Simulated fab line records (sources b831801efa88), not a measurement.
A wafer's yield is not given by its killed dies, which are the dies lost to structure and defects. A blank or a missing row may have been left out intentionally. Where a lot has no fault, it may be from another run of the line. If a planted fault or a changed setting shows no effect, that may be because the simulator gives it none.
A struck lot beside a sound one :: flow gf180mcu :: 23 steps out of a route of 602
Sound: wafers L576.1, L576.2, L576.4. Struck: wafer L584.4; the same lot's L584.3 was not struck, so it is left out; see the end for the cause.
For every step that has rows: the tool of each side, followed by ch and its chambers, followed by its first start. Under that, the readings that differ: sound wafers :: struck wafers :: difference of the means :: sigmas: that difference in standard deviations of wafers without a fault.
alike: a reading whose means differ by less than 2 such deviations, as well as words and numbers matching on both sides. not compared: withheld readings; readings where some wafer has no value; bounds like >300 that might hide an equal value; numbers whose values overlap and for which the record gives no deviation.
A row with sigmas, a row that says differs or no value, or rows on one side alone: a step with any of these is where the two part. Non-overlapping numbers with no deviation appear without sigmas and do not part them. A reading missing from all wafers of one side parts the sides only when that side holds two or more wafers.

GF_M2_STRIP_17: strips in O2/N2.
  sound on plasma_asher-04 ch 0,1, day 19 05:07; struck on plasma_asher-03 ch 1, day 22 13:08
reading: drypump_motor_current_A (A)
sound: 5.2 5.6 5.2
struck: 6.2
difference: +0.9
sigmas: +2
  alike: heater_power_w, oes_product_au, platen_temp_c, strip_time_to_endpoint_s
  not compared: rf_hours_counter_h
then, 3 steps without rows for these wafers: GF_M2_STRIP_18 (strips in post etch residue remover, time 1200 s); GF_M2_CLEAN_19 (cleans in DIW); GF_V2_CVD_00 (deposits SiO2, target thk 600 nm, time 100 s).
GF_V2_THK_MEAS_01:
  sound: film_metro-04 at day 19 05:43; struck: film_metro-02 at day 22 13:44
  alike: V2_CVD_00_THK
GF_V2_CVD_02: deposits SiO2 from TEOS, target thk 850 nm, time 94.851 s.
  sound on pecvd-03 ch 0,1, day 19 05:47; struck on pecvd-02 ch 1, day 22 13:46
  alike: heater_power_w
GF_V2_THK_MEAS_03:
  sound: film_metro-03 at day 19 05:51; struck: film_metro-03 at day 22 13:55
  alike: V2_CVD_02_THK
GF_V2_CMP_04: polishes SiO2.
  sound on cmp-01 ch 0,1,2, day 19 05:55; struck on cmp-01 ch 1, day 22 14:00
  alike: motor_current_A, slurry_filter_dp_kPa, slurry_flow_ml_min, time_to_endpoint_s
GF_V2_BOW_MEAS_05:
  sound: film_metro-04 at day 19 06:13; struck: film_metro-02 at day 22 14:17
  alike: V2_BOW
then, 3 steps without rows for these wafers: GF_V2_DEHYDRATE_06 (time 60 s); GF_V2_HMDS_07 (prime time 60 s); GF_V2_COAT_08.
GF_V2_COAT_09: resist thk 1000 nm.
  sound on litho_track-01 ch 0, day 19 18:00; struck on litho_track-01 ch 0, day 23 01:00
reading: model.KrF_of_V2_COAT_09.thk_nm (nm)
sound: 999 1001 1001
struck: 880.9
difference: -119.4
sigmas: 
then, 3 steps without rows for these wafers: GF_V2_SOFTBAKE_10 (time 60 s); GF_V2_EXPOSE_11 (exposes mask Via2, target cd 260 nm); GF_V2_PEB_12 (peb time 90 s).
GF_V2_DEVELOP_13: develop time 60 s.
  sound on litho_track-02 ch 0, day 20 06:37; struck on litho_track-02 ch 0, day 23 13:19
reading: model.KrF_of_V2_COAT_09.thk_nm (nm)
sound: 984.1 986.1 986.3
struck: 865.9
difference: -119.6
sigmas: 
GF_V2_CD_MEAS_14 targets a cd of 260 nm.
  sound: cd_sem-01 at day 20 06:46; struck: cd_sem-02 at day 23 13:27
reading: cd_nm (nm)
sound: 260.7 260.2 260.4
struck: 264.8
difference: +4.4
sigmas: +4
GF_V2_OVL_MEAS_15:
  sound: overlay-02 at day 20 06:53; struck: overlay-02 at day 23 13:32
  alike: V2_OVL
GF_V2_ETCH_16: etches BARC in N2/H2.
  sound on rie_diel-04 ch 0,1,3, day 20 06:55; struck on rie_diel-01 ch 1, day 23 13:34
reading: model.V2.cd_nm (nm)
sound: 260.7 260.6 259.9
struck: 263.2
difference: +2.8
sigmas: 
  alike: drypump_motor_current_A, h2_flow_sccm, oes_product_au, throttle_valve_pct
GF_V2_ETCH_17: etches SiO2 in C4F8/O2/Ar, stops on TiN, target depth 630 nm.
  sound on rie_diel-04 ch 0,1,3; struck on rie_diel-01 ch 1
reading: model.V2.cd_nm (nm)
sound: 260.8 261.7 260.3
struck: 263.5
difference: +2.6
sigmas: 
  alike: oes_product_au
GF_V2_STRIP_18: strips in O2/N2.
  sound on plasma_asher-01 ch 0,1, day 20 07:02; struck on plasma_asher-04 ch 1, day 23 13:43
reading: oes_product_au (a.u.)
sound: 0.582 0.593 0.589
struck: 0.549
difference: -0.039
sigmas: -8
  alike: drypump_motor_current_A, heater_power_w, platen_temp_c
  not compared: rf_hours_counter_h
then, 1 step without rows for these wafers: GF_V2_STRIP_19 (strips in post etch residue remover, time 1200 s).

WHERE THEY PART
At GF_M2_STRIP_17 first; at GF_V2_STRIP_18 last (within this record only).

WHY: what had been put in by the simulator
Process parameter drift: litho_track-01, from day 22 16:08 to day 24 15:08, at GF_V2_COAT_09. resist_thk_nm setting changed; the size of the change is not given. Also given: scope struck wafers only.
